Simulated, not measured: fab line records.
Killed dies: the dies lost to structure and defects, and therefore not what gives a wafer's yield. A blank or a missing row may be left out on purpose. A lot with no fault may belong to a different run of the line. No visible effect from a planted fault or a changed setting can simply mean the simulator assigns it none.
Chamber matching / flow gf180mcu / 4 sister chambers for GF_V3_CMP_26 on cmp-01
The step polishes, stops on SiO2, t overpolish 15 s, target thk 0 nm. 8 wafers are shown with their chamber, then 8 later ones without.

## WAFERS PAIRED WITH THEIR CHAMBERS
wafer=L740.2; chamber=3; motorCurrentA (A)=11.5; timeToEndpointS (s)=82
wafer=L740.3; chamber=2; motorCurrentA (A)=11.0; timeToEndpointS (s)=84
wafer=L741.1; chamber=2; motorCurrentA (A)=11.2; timeToEndpointS (s)=98
wafer=L743.4; chamber=3; motorCurrentA (A)=11.6; timeToEndpointS (s)=83
wafer=L745.1; chamber=1; motorCurrentA (A)=12.0; timeToEndpointS (s)=82
wafer=L745.2; chamber=0; motorCurrentA (A)=11.1; timeToEndpointS (s)=83
wafer=L745.5; chamber=0; motorCurrentA (A)=10.6; timeToEndpointS (s)=87
wafer=L746.2; chamber=1; motorCurrentA (A)=11.1; timeToEndpointS (s)=82

## WAFERS WHOSE CHAMBER IS MISSING
wafer=L746.5; motorCurrentA (A)=11.7; timeToEndpointS (s)=81
wafer=L746.6; motorCurrentA (A)=11.2; timeToEndpointS (s)=91
wafer=L756.1; motorCurrentA (A)=10.7; timeToEndpointS (s)=88
wafer=L756.3; motorCurrentA (A)=11.7; timeToEndpointS (s)=87
wafer=L756.6; motorCurrentA (A)=11.6; timeToEndpointS (s)=85
wafer=L759.3; motorCurrentA (A)=11.4; timeToEndpointS (s)=85
wafer=L759.4; motorCurrentA (A)=11.3; timeToEndpointS (s)=85
wafer=L759.5; motorCurrentA (A)=12.1; timeToEndpointS (s)=83

## WHICH CHAMBER EACH ONE RAN IN
wafer=L746.5; from the rows above=can't be placed: 1 or 3 or 0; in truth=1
wafer=L746.6; from the rows above=can't be placed: 2 or 0 or 3 or 1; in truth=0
wafer=L756.1; from the rows above=can't be placed: 0 or 2 or 3 or 1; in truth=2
wafer=L756.3; from the rows above=can't be placed: 3 or 1 or 2 or 0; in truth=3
wafer=L756.6; from the rows above=can't be placed: 3 or 1 or 2 or 0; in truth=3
wafer=L759.3; from the rows above=can't be placed: 3 or 1 or 2 or 0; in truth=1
wafer=L759.4; from the rows above=can't be placed: 3 or 1 or 0 or 2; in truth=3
wafer=L759.5; from the rows above=can't be placed: 3 or 1 or 2 or 0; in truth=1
Placed correctly: 0 of 8. Not placeable from these rows: 8 (in 8, the candidates include the true chamber). 0 placed wrongly.
How it was worked out, from the rows above alone: a wafer's distance from a chamber is the root of the sum, over the readings, of the square of ((its reading less the chamber's mean) divided by the reading's scatter). The wafer belongs to the nearest chamber; if the next one is less than 2 further off, it can't be placed. Each chamber's mean is taken over the wafers shown for it. The scatter: take each reading less its chamber's mean, square it, sum over the shown wafers, divide by the number of wafers less the number of chambers, and take the root.
